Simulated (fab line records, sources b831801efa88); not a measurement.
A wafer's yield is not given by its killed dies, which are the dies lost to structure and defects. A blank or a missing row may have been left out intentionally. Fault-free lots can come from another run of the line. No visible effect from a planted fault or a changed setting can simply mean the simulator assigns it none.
One fault seen from 2 desks -- flow gf180mcu -- numbers are kept per desk, each desk with only its own; the story behind them comes last

## AT THE METROLOGY DESK
What the gauges read, lot by lot, whatever tool the lot ran on: means of the sampled wafers that have a number. Any lot whose mean is over 4 standard deviations away from the usual mean is out of limits and marked OUT; that distance is given in the brackets.
Columns: A = HV_LDD_CVD_56_THK at GF_HV_LDD_THK_MEAS_57, usual 90.4 nm; B = cd nm at GF_CONTACT_CD_MEAS_14, usual 219.7 nm; C = M1_ALCU_THK at GF_M1_THK_MEAS_06, usual 455 nm
lot,first seen here,A,B,C
L919,day 12 12:06,91.5,219.8,457
L920,day 12 20:38,89.5,219.1,450
L921,day 13 04:52,90.1,217.9,451
L922,day 13 12:53,90.5,220.2,456
L923,day 13 17:34,90.1,217.5,454
L930,day 16 04:14,91.1,231.2 (+6.0) OUT,449
L931,day 16 15:01,91.0,228.7 (+4.7) OUT,453
L933,day 16 23:23,90.9,219.5,445
L935,day 18 04:34,90.4,220.0,463
L936,day 18 11:00,91.3,221.6,460
L939,day 19 10:31,90.6,219.7,452
L940,day 19 18:10,90.4,219.4,454
L942,day 20 05:08,91.3,221.5,452
This desk's finding: out of limits on L930, L931; first on L930, day 20 04:12 (cd nm at GF_CONTACT_CD_MEAS_14). L919, L920, L921, L922, L923, L933, L935, L936, L939, L940, L942 stayed within limits.

## THE TOOL OWNER'S DESK: krf scanner-02
The tool's own readings at GF_CONTACT_EXPOSE_11 (exposes mask Contact, target cd 220 nm): means of the sampled wafers that have a number, for each lot that ran on this tool. Any lot whose mean is over 4 standard deviations away from the usual mean is out of limits and marked OUT; that distance is given in the brackets.
Columns: A = exposure dose mJ cm2 at GF_CONTACT_EXPOSE_11, usual 37.96
lot,first seen here,A
L919,day 15 12:55,37.93
L920,day 15 22:04,37.95
L921,day 16 07:47,37.93
L930,day 19 16:31,40.18 (+54) OUT
L931,day 20 02:31,40.16 (+54) OUT
This desk's finding: out of limits on L930, L931; first on L930, day 19 16:31 (exposure dose mJ cm2 at GF_CONTACT_EXPOSE_11). L919, L920, L921 stayed within limits.

## BROUGHT TOGETHER
On L930, L931, at day 19 16:31, an alarm was possible from the tool owner's desk.
At day 20 04:12 the metrology desk could have sounded an alarm, on L930, L931.
All the named lots went through GF_CONTACT_EXPOSE_11 on krf scanner-02.

## WHAT THE SIMULATOR PUT IN
Drift in process parameters on krf scanner-02 at GF_CONTACT_EXPOSE_11, starting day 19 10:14. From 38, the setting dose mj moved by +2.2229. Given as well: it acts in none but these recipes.
Shown lots that were struck: L930, L931.
Delay (hours) between the fault's onset and each desk's first out-of-limits reading: 6 at the tool owner's desk, 18 at the metrology desk.
